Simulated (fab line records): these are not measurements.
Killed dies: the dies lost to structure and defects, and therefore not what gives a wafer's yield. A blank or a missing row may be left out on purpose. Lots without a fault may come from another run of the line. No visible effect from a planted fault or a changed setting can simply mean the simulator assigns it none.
fab line records | flow sky130
record: lots: 7 wafers: 19 lastDay: 50
route steps=708 shown METAL1@441 PAD_OPEN@708
lots with no fault: from the same line, run without faults
startH: the number of hours between the record's first day and the start of the first shown wafer of the lot | waitH: hours elapsed since this lot's preceding step | " unchanged from the row above | L1.1+2: several wafers, shown together as one row | - no value, or no start was given | * or withheld: withheld | < > ~ a bound
route shown NAME@n: names a module that has steps shown in the file, with the first one's number in the route | usual: mean/standard deviation of fault-free wafers | same: alike in all rows | chamber/n: place in a boat | sites: per-site readings | _std_site: the values' standard deviation | _edge_site: inner sites' mean taken away from outer sites' mean | radiusMm: for every site, how far away it sits from the centre of the wafer | mask NAME#n: copy n | behind: the tool/chamber that last shaped the wafer | hold: reason for holding the lot/hours on hold/outcome of the hold | device: whichever transistor did not switch (one of n, p or np) | end of line: tests of these same wafers at the route's end | a step without rows: its recipe alone | killed: not the wafer's yield, but the dies lost to structure and defects at the first sort | map: per-die view of a wafer (x killed, . not killed, _ where there is no die)
set.NAME: the run value of the setting; set.NAME@STEP: its run value at that earlier step | model.NAME: the simulator's own value behind a step, which no gauge read
certain route steps with their lots: each step a table, each wafer a row
services: a tool's chamber out of use, with start hour (startH, from the record's first day; less than 0 if before it), hours out, and reason
== steps ==
step: SKY_METAL1_DEHYDRATE_07
recipe: tempC: 200 timeS: 60
step: SKY_METAL1_HMDS_08
recipe: primeTimeS: 60 primeTempC: 120
step: SKY_METAL1_COAT_09
recipe: resist: BARC tempC: withheld timeS: withheld spinRpm: 3000 resistThkNm: 60
step: SKY_METAL1_COAT_10
recipe: resist: KrF-thick spinRpm: 3000 resistThkNm: 450
step: SKY_METAL1_SOFTBAKE_11
recipe: tempC: 100 timeS: 90 resist: KrF-thick
step: SKY_METAL1_EXPOSE_12
recipe: maskId: MM1 na: 0.8 sourceShape: annular sigmaInner: 0.55 sigmaOuter: 0.85 targetCdNm: 140 doseMj: 28
step: SKY_METAL1_PEB_13
recipe: pebTempC: withheld pebTimeS: withheld resist: KrF-thick
step: SKY_METAL1_DEVELOP_14
recipe: developTimeS: 60 resist: KrF-thick devTempC: 21
step: SKY_METAL1_CD_MEAS_15
recipe: targetCdNm: 140
usual: cdNm: 140.2/1.6
columns lot.wafer tool chamber startH waitH cdNm
L407.2 cdSem-01 - 763.85 - 137.2
L407.4 " - " " 139.3
L407.6 " - " " 139.7
L416.1 cdSem-02 - 834.23 - 140.6
L416.3 " - " " 138.9
L416.4 " - " " 139.5
L420.2 cdSem-02 - 864.29 - 138.3
L420.3 " - " " 141.3
L420.4 " - " " 140.0
L421.2 cdSem-01 - 868.59 - 141.4
L421.4 " - " " 141.1
L422.3 cdSem-01 - 881.21 - 138.3
L422.5 " - " " 137.4
L425.1 cdSem-02 - 907.92 - 138.8
L425.5 " - " " 139.0
L425.6 " - " " 138.8
L428.1 cdSem-02 - 922.92 - 138.2
L428.2 " - " " 139.8
L428.5 " - " " 139.8
step: SKY_METAL1_OVL_MEAS_16
usual: METAL1_OVL: 0/6.7
columns lot.wafer tool chamber startH waitH METAL1_OVL[nm]
L407.2 overlay-02 - 763.96 0.1 3
L407.4 " - " " 1
L407.6 " - " " 0
L416.1 overlay-01 - 834.35 0.1 9
L416.3 " - " " -2
L416.4 " - " " 5
L420.2 overlay-01 - 864.39 0.1 -16
L420.3 " - " " -3
L420.4 " - " " -22
L421.2 overlay-01 - 868.69 0.1 -6
L421.4 " - " " 5
L422.3 overlay-02 - 881.31 0.1 7
L422.5 " - " " 4
L425.1 overlay-01 - 908.04 0.1 -1
L425.5 " - " " -6
L425.6 " - " " -3
L428.1 overlay-01 - 923.04 0.1 -8
L428.2 " - " " -8
L428.5 " - " " -13
step: SKY_METAL1_DESCUM_17
recipe: chemistry: O2 sourcePowerW: 150 biasPowerW: 0 pressureMtorr: 10 tempC: 40 timeS: 8
usual: chamberPressureMTorr: 10.000/0.0086 drypumpMotorCurrentA: 6.3/0.44 oesProductAu: 1.003/0.011
columns lot.wafer tool chamber startH waitH chamberPressureMTorr drypumpMotorCurrentA oesProductAu rfHoursCounterH
L407.2 rieMetal-04 0 763.99 0.0 10.006 6.4 1.018 6
L407.4 " 0 " " 10.013 6.4 1.021 -
L407.6 " 1 " " 10.000 6.7 1.008 -
L416.1 rieMetal-02 1 834.39 0.0 9.999 6.6 0.994 9
L416.3 " 0 " " 10.011 5.9 0.987 -
L416.4 " 1 " " 10.003 6.6 1.003 -
L420.2 rieMetal-04 0 864.42 0.0 10.013 6.4 1.000 10
L420.3 " 0 " " 9.992 6.4 1.010 -
L420.4 " 1 " " 9.984 6.7 1.004 -
L421.2 rieMetal-04 1 868.72 0.0 10.007 6.8 1.005 9
L421.4 " 1 " " 9.997 6.7 1.011 -
L422.3 rieMetal-04 0 881.34 0.0 10.000 6.4 1.015 -
L422.5 " 0 " " 10.009 6.4 1.011 -
L425.1 rieMetal-02 0 908.08 0.0 9.999 6.0 0.994 17
L425.5 " 0 " " 9.992 6.0 0.978 -
L425.6 " 1 " " 9.993 6.6 1.001 -
L428.1 rieMetal-02 1 923.07 0.0 9.996 6.6 0.995 12
L428.2 " 1 " " 10.005 6.6 0.998 -
L428.5 " 1 " " 9.992 6.6 0.993 -
step: SKY_METAL1_ETCH_18
recipe: chemistry: N2/H2 target: BARC ionEnergyEv: 200 biasW: 100 pressureMtorr: 30 n2FlowSccm: 100 h2FlowSccm: 200 icpW: 500 stopOn: SiO2 timeS: 45.9 targetDepthA: 600
usual: chamberPressureMTorr: 30.000/0.025 drypumpMotorCurrentA: 6.3/0.45 oesProductAu: 0.855/0.0049 throttleValvePct: 13.225/0.0095
columns lot.wafer tool chamber startH waitH chamberPressureMTorr drypumpMotorCurrentA oesProductAu rfHoursCounterH throttleValvePct
L407.2 rieMetal-04 0 764.02 0.0 30.018 6.4 0.852 6 13.226
L407.4 " 0 " " 30.000 6.4 0.862 - 13.218
L407.6 " 1 " " 30.027 6.7 0.847 - 13.215
L416.1 rieMetal-02 1 834.42 0.0 30.012 6.7 0.851 9 13.231
L416.3 " 0 " " 29.978 6.0 0.863 - 13.228
L416.4 " 1 " " 30.034 6.6 0.863 - 13.219
L420.2 rieMetal-04 0 864.46 0.0 29.950 6.4 0.856 10 13.214
L420.3 " 0 " " 29.992 6.4 0.859 - 13.222
L420.4 " 1 " " 29.977 6.7 0.853 - 13.217
L421.2 rieMetal-04 1 868.76 0.0 29.974 6.8 0.851 9 13.242
L421.4 " 1 " " 30.049 6.8 0.864 - 13.218
L422.3 rieMetal-04 0 881.38 0.0 30.044 6.4 0.851 - 13.221
L422.5 " 0 " " 30.015 6.4 0.858 - 13.226
L425.1 rieMetal-02 0 908.11 0.0 30.016 6.0 0.857 17 13.223
L425.5 " 0 " " 30.017 6.0 0.865 - 13.226
L425.6 " 1 " " 29.996 6.6 0.861 - 13.223
L428.1 rieMetal-02 1 923.14 0.1 29.980 6.7 0.853 12 13.219
L428.2 " 1 " " 30.024 6.7 0.859 - 13.233
L428.5 " 1 " " 30.016 6.7 0.854 - 13.221
step: SKY_METAL1_METAL_ETCH_19
recipe: targetDepthA: 3600 stopOn: SiO2 overEtchFrac: 0.3 timeS: 78 chemistry: Cl2/BCl3 resistSidewallDeg: 88 pressureMtorr: 10 icpW: 900 biasW: 48.5 Cl2_flow_sccm: 60 bcl3FlowSccm: 30
usual: chamberPressureMTorr: 9.999/0.0088 drypumpMotorCurrentA: 6.3/0.44 oesProductAu: 0.855/0.0063 overEtchFrac: 0.3/0 throttleValvePct: 22.265/0.0088
columns lot.wafer tool chamber startH waitH chamberPressureMTorr drypumpMotorCurrentA oesProductAu overEtchFrac rfHoursCounterH throttleValvePct model.KrF-thick_of_METAL1_COAT_10.thkNm model.METAL1.cdNm model.SiO2_of_CONTACT_HDPCVD_02.thkNm
L407.2 rieMetal-04 0 764.08 0.0 9.978 6.4 0.851 0.3 6 22.259 152.1 140.3 325.3
L407.4 " 0 " " 10.005 6.4 0.841 0.3 - 22.262 151.3 140.9 325.6
L407.6 " 1 " " 10.008 6.7 0.839 0.3 - 22.256 153.7 140.3 325.9
L416.1 rieMetal-02 1 834.48 0.0 10.000 6.6 0.861 0.3 9 22.260 161.7 140.1 326
L416.3 " 0 " " 9.988 6.0 0.869 0.3 - 22.260 161.6 137.5 326.6
L416.4 " 1 " " 10.019 6.6 0.859 0.3 - 22.279 163.2 138.6 325.7
L420.2 rieMetal-04 0 864.52 0.0 9.996 6.4 0.762 0.603 10 22.249 93.44 133.1 324.8
L420.3 " 0 " " 10.012 6.4 0.858 0.3 - 22.257 151.6 143.9 326
L420.4 " 1 " " 9.996 6.7 0.850 0.3 - 22.266 154.6 137 327
L421.2 rieMetal-04 1 868.82 0.0 9.997 6.7 0.766 0.603 9 22.277 100.8 132.3 322.9
L421.4 " 1 " " 10.006 6.7 0.861 0.3 - 22.262 157.4 136.6 326.1
L422.3 rieMetal-04 0 881.45 0.1 10.003 6.4 0.853 0.3 - 22.255 149.5 142.7 326.1
L422.5 " 0 " " 9.998 6.4 0.765 0.603 - 22.245 94.85 135.4 323.1
L425.1 rieMetal-02 0 908.17 0.0 9.994 6.0 0.854 0.3 17 22.275 166.2 137.8 328.8
L425.5 " 0 " " 9.993 6.0 0.866 0.3 - 22.266 166.7 137.3 326.8
L425.6 " 1 " " 9.978 6.7 0.854 0.3 - 22.283 164.9 139.7 328.6
L428.1 rieMetal-02 1 923.26 0.1 9.998 6.6 0.861 0.3 12 22.254 166.5 140.9 325.3
L428.2 " 1 " " 10.016 6.6 0.858 0.3 - 22.264 167.2 141.6 323
L428.5 " 1 " " 9.997 6.7 0.856 0.3 - 22.264 166.1 142.7 324.6
step: SKY_METAL1_STRIP_20
recipe: chemistry: O2/N2 powerW: 1400 pressureMtorr: 1500 platenTempC: withheld o2FlowSccm: 3000 n2FlowSccm: 300 overashFraction: 0.5
usual: chamberPressureMTorr: 1499.8/1.3 drypumpMotorCurrentA: 5.7/0.34 oesProductAu: 0.343/0.0055 stripTimeToEndpointS: 2.69/0.061
columns lot.wafer tool chamber startH waitH chamberPressureMTorr drypumpMotorCurrentA oesProductAu rfHoursCounterH stripTimeToEndpointS
L407.2 plasmaAsher-01 1 764.17 0.1 1498.6 5.8 0.334 34 2.61
L407.4 " 1 " " 1500.6 5.8 0.335 - 2.60
L407.6 " 0 " " 1500.7 5.5 0.346 - 2.64
L416.1 plasmaAsher-02 1 834.57 0.1 1500.3 5.2 0.345 70 2.72
L416.3 " 0 " " 1498.0 6.3 0.340 - 2.73
L416.4 " 1 " " 1500.4 5.2 0.348 - 2.75
L420.2 plasmaAsher-01 1 864.61 0.1 1499.4 5.8 0.309 46 1.97
L420.3 " 0 " " 1498.5 5.5 0.336 - 2.62
L420.4 " 1 " " 1499.8 5.8 0.339 - 2.66
L421.2 plasmaAsher-02 1 868.91 0.1 1499.7 5.2 0.313 73 2.05
L421.4 " 0 " " 1500.9 6.3 0.338 - 2.68
L422.3 plasmaAsher-04 0 881.55 0.1 1498.9 6.0 0.343 - 2.57
L422.5 " 0 " " 1501.0 6.0 0.317 - 1.98
L425.1 plasmaAsher-02 1 908.26 0.1 1499.9 5.2 0.347 77 2.77
L425.5 " 1 " " 1500.7 5.1 0.344 - 2.78
L425.6 " 0 " " 1502.3 6.3 0.341 - 2.77
L428.1 plasmaAsher-01 0 923.44 0.1 1501.6 5.4 0.350 52 2.78
L428.2 " 1 " " 1499.9 5.8 0.346 52 2.78
L428.5 " 0 " " 1501.8 5.4 0.354 - 2.77
step: SKY_METAL1_STRIP_21
recipe: chemistry: postEtchResidueRemover timeS: 1200 tempC: 72.5
step: SKY_PAD_OPEN_PROBE_99
usual: defectLimitedYield: 82.4/1.9 killed_at_M0_to_M3: 44/7.5 killed_at_M4_up: 3.2/1.9 killedAtContacts: 23/4.7 killedAtFrontEnd: 15/4.7 killedAtOther: 0.4/0.66 killedDies: 87/9.3 killedOpen: 47/7.2 killedShort: 39/6.5 sort_bin_3_pad_short: 0.8/0.39 sort_bin_5_function: 10.5/1.4 sort_bin_6_memory: 6.3/1.2 sortNPass: 405/9.3 sortYieldPct: 82.4/1.9
same: grossDies: 492 killedAtBackSide: 0 sort_bin_4_leakage[%]: 0 sort_bin_8_speed[%]: 0
columns lot.wafer tool chamber startH waitH defectLimitedYield[%] killed_at_M0_to_M3 killed_at_M4_up killedAtContacts killedAtFrontEnd killedAtOther killedDies killedOpen killedShort sort_bin_3_pad_short[%] sort_bin_5_function[%] sort_bin_6_memory[%] sortNPass sortYieldPct[%] model.etest.met1.widthNm model.etest.met1.lineOhmUm
L407.2 prober-02 - 1074.95 0.1 85.6 26 4 25 16 0 71 43 28 0.6 7.1 6.7 421 85.6 139.5 0.9429
L407.4 prober-02 - 1075.05 0.2 83.1 45 4 18 16 0 83 43 40 1.6 11.4 3.9 409 83.1 139.7 0.9532
L407.6 prober-02 - 1075.15 0.2 84.1 43 3 17 15 0 78 34 44 1.0 10.6 4.3 414 84.1 138.6 0.9521
L416.1 prober-01 - 1132.50 0.1 81.7 42 7 19 21 1 90 42 47 1.0 12.4 4.9 402 81.7 140.3 0.9038
L416.3 prober-01 - 1132.60 0.2 79.7 59 1 25 15 0 100 48 52 1.8 11.4 7.1 392 79.7 136.2 0.9258
L416.4 prober-01 - 1132.65 0.2 82.7 49 1 22 13 0 85 43 41 1.8 10.6 4.9 407 82.7 140.2 0.9076
L420.2 prober-01 - 1152.07 0.1 84.6 30 3 23 19 1 76 42 33 1.2 8.3 5.9 416 84.6 133.7 0.9714
L420.3 prober-01 - 1152.12 0.2 83.1 41 4 21 16 1 83 47 35 0.6 10.4 5.9 409 83.1 140.9 0.9268
L420.4 prober-01 - 1152.17 0.2 79.1 54 4 18 27 0 103 59 43 1.0 10.8 9.1 389 79.1 137.6 0.9207
L421.2 prober-02 - 1154.85 0.1 80.5 54 2 21 18 1 96 48 48 0.8 12.8 5.9 396 80.5 133.4 0.9664
L421.4 prober-02 - 1154.95 0.2 81.3 47 2 19 24 0 92 59 32 0.6 10.6 7.5 400 81.3 137.3 0.9416
L422.3 prober-01 - 1164.08 0.2 80.9 48 3 31 12 0 94 57 37 1.0 11.0 7.1 398 80.9 143.4 0.8918
L422.5 prober-01 - 1164.18 0.2 84.3 47 2 18 10 0 77 48 29 0.4 11.4 3.9 415 84.3 135.7 0.9449
L428.1 prober-01 - 1191.33 0.1 80.5 47 3 27 19 0 96 58 37 0.2 13.0 6.3 396 80.5 143 0.8668
L428.2 prober-01 - 1191.38 0.1 81.7 57 4 19 9 1 90 49 41 1.0 11.2 6.1 402 81.7 142.4 0.8846
L428.5 prober-01 - 1191.53 0.2 81.9 45 3 23 18 0 89 45 43 0.8 10.2 7.1 403 81.9 140.5 0.8915
killed by level:class
L407.2 LI_CONTACT:geometricParticle:open=13 CONTACT:geometricParticle:open=7 VIA1:geometricParticle:open=6 POLY_GATE:geometricParticle:short=5 VIA3:geometricParticle:open=5 FIELD_ISO:geometricParticle:open=4 METAL2:geometricParticle:short=4 FIELD_ISO:geometricParticle:short=3
L407.4 VIA2:geometricParticle:open=11 POLY_GATE:geometricParticle:short=8 LI_CONTACT:geometricParticle:open=7 CONTACT:geometricParticle:open=7 VIA1:geometricParticle:open=7 METAL1:geometricParticle:short=5 METAL2:geometricParticle:short=4 VIA3:geometricParticle:short=4
L407.6 VIA3:geometricParticle:open=8 LI_CONTACT:geometricParticle:open=6 VIA1:geometricParticle:short=6 VIA2:geometricParticle:open=6 VIA3:geometricParticle:short=6 POLY_GATE:geometricParticle:short=5 METAL1:geometricParticle:short=5 LI_CONTACT:geometricParticle:short=4
L416.1 CONTACT:geometricParticle:open=8 VIA1:geometricParticle:short=8 VIA1:geometricParticle:open=7 POLY_GATE:geometricParticle:short=7 METAL4:geometricParticle:short=7 LI_CONTACT:geometricParticle:open=6 VIA2:geometricParticle:open=6 FIELD_ISO:geometricParticle:open=4
L416.3 VIA1:geometricParticle:open=13 VIA1:geometricParticle:short=8 METAL3:geometricParticle:short=7 METAL1:geometricParticle:short=6 LOCAL_INTERCONNECT:geometricParticle:short=6 CONTACT:geometricParticle:open=6 FIELD_ISO:geometricParticle:open=5 POLY_GATE:geometricParticle:open=5
L416.4 VIA1:geometricParticle:open=13 VIA1:geometricParticle:short=9 CONTACT:geometricParticle:open=8 METAL1:geometricParticle:short=6 VIA3:geometricParticle:open=6 LI_CONTACT:geometricParticle:open=5 POLY_GATE:geometricParticle:short=4 LOCAL_INTERCONNECT:geometricParticle:short=4
L420.2 FIELD_ISO:geometricParticle:open=9 CONTACT:geometricParticle:open=8 POLY_GATE:geometricParticle:short=5 VIA3:geometricParticle:open=5 VIA2:geometricParticle:open=5 LI_CONTACT:geometricParticle:short=4 VIA1:geometricParticle:short=4 METAL2:geometricParticle:short=4
L420.3 VIA1:geometricParticle:open=9 VIA3:geometricParticle:open=8 LI_CONTACT:geometricParticle:open=7 CONTACT:geometricParticle:open=6 METAL1:geometricParticle:short=6 FIELD_ISO:geometricParticle:open=5 CONTACT:geometricParticle:short=5 VIA2:geometricParticle:open=4
L420.4 VIA1:geometricParticle:open=16 FIELD_ISO:geometricParticle:open=7 METAL1:geometricParticle:short=7 LI_CONTACT:geometricParticle:open=7 VIA3:geometricParticle:open=7 VIA2:geometricParticle:open=7 POLY_GATE:geometricParticle:open=6 VIA1:geometricParticle:short=6
L421.2 CONTACT:geometricParticle:open=11 VIA1:geometricParticle:open=11 METAL2:geometricParticle:short=9 METAL1:geometricParticle:short=8 VIA1:geometricParticle:short=7 FIELD_ISO:geometricParticle:short=6 VIA2:geometricParticle:open=6 POLY_GATE:geometricParticle:short=4
L421.4 VIA1:geometricParticle:open=10 POLY_GATE:geometricParticle:open=8 VIA3:geometricParticle:open=8 LI_CONTACT:geometricParticle:open=7 METAL1:geometricParticle:short=7 VIA2:geometricParticle:open=6 FIELD_ISO:geometricParticle:open=5 CONTACT:geometricParticle:open=4
L422.3 CONTACT:geometricParticle:open=12 LI_CONTACT:geometricParticle:open=11 VIA1:geometricParticle:open=10 VIA2:geometricParticle:open=9 VIA3:geometricParticle:open=7 METAL2:geometricParticle:short=6 FIELD_ISO:geometricParticle:short=4 CONTACT:geometricParticle:short=4
L422.5 VIA1:geometricParticle:open=11 CONTACT:geometricParticle:open=7 LI_CONTACT:geometricParticle:open=6 VIA3:geometricParticle:open=6 VIA2:geometricParticle:open=5 FIELD_ISO:geometricParticle:open=4 VIA3:geometricParticle:short=4 METAL3:geometricParticle:short=4
L428.1 CONTACT:geometricParticle:open=13 VIA3:geometricParticle:open=9 VIA2:geometricParticle:open=7 VIA1:geometricParticle:open=7 METAL1:geometricParticle:short=6 FIELD_ISO:geometricParticle:short=5 POLY_GATE:geometricParticle:open=4 SPACER:geometricParticle:short=4
L428.2 VIA1:geometricParticle:open=13 METAL1:geometricParticle:short=10 VIA3:geometricParticle:open=7 LI_CONTACT:geometricParticle:open=6 METAL2:geometricParticle:short=5 VIA2:geometricParticle:open=5 LI_CONTACT:geometricParticle:short=4 CONTACT:geometricParticle:short=4
L428.5 LI_CONTACT:geometricParticle:open=9 VIA1:geometricParticle:open=9 CONTACT:geometricParticle:open=7 METAL1:geometricParticle:short=5 VIA1:geometricParticle:short=5 METAL2:geometricParticle:short=5 FIELD_ISO:geometricParticle:open=4 VIA2:geometricParticle:short=4
== services ==
columns tool chamber startH hours kind
plasmaAsher-04 0 742.75 - clean
plasmaAsher-04 1 742.75 - clean
plasmaAsher-04 - 786.38 6.1 repair
plasmaAsher-02 - 787.73 2.8 pm
rieMetal-02 1 798.33 10.3 repair
plasmaAsher-02 - 798.73 13.0 repair
plasmaAsher-04 - 808.40 8.5 repair
rieMetal-02 - 841.42 2.8 pm
plasmaAsher-04 - 902.95 12.9 pm
rieMetal-02 0 911.51 - clean
rieMetal-02 0 911.51 18.9 scheduledDown
rieMetal-02 0 911.51 18.9 ventCycle
rieMetal-04 - 911.98 0.4 repair
== key ==
firstSign: step: SKY_METAL1_METAL_ETCH_19 reading: overEtchFrac direction: up sigmas: 99+ usual: 0.3 struck: 0.603
effect: step: SKY_METAL1_METAL_ETCH_19 reading: oesProductAu direction: down sigmas: 15 usual: 0.855 struck: 0.764
effect: step: SKY_METAL1_STRIP_20 reading: stripTimeToEndpointS direction: down sigmas: 11 usual: * struck: *
modelEffect: step: SKY_METAL1_METAL_ETCH_19 value: KrF-thick_of_METAL1_COAT_10.thkNm without: 152 struck: 96.36
modelEffect: step: SKY_PAD_OPEN_PROBE_99 value: etest.met1.widthNm without: 140.6 struck: 134.3
metAt SKY_METAL1_METAL_ETCH_19
struckWafers L420.2,L421.2,L422.5
onsetBetween 764.08 864.52
fault: kind: processParameterDrift tool: rieMetal-04 chamber: - onsetH: 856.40 steps: SKY_METAL1_METAL_ETCH_19 channel: overEtchFrac offset: 0.303 shape: step endH: 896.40 scope: struckWafersOnly actsIn: theseRecipesOnly stated: 0.3
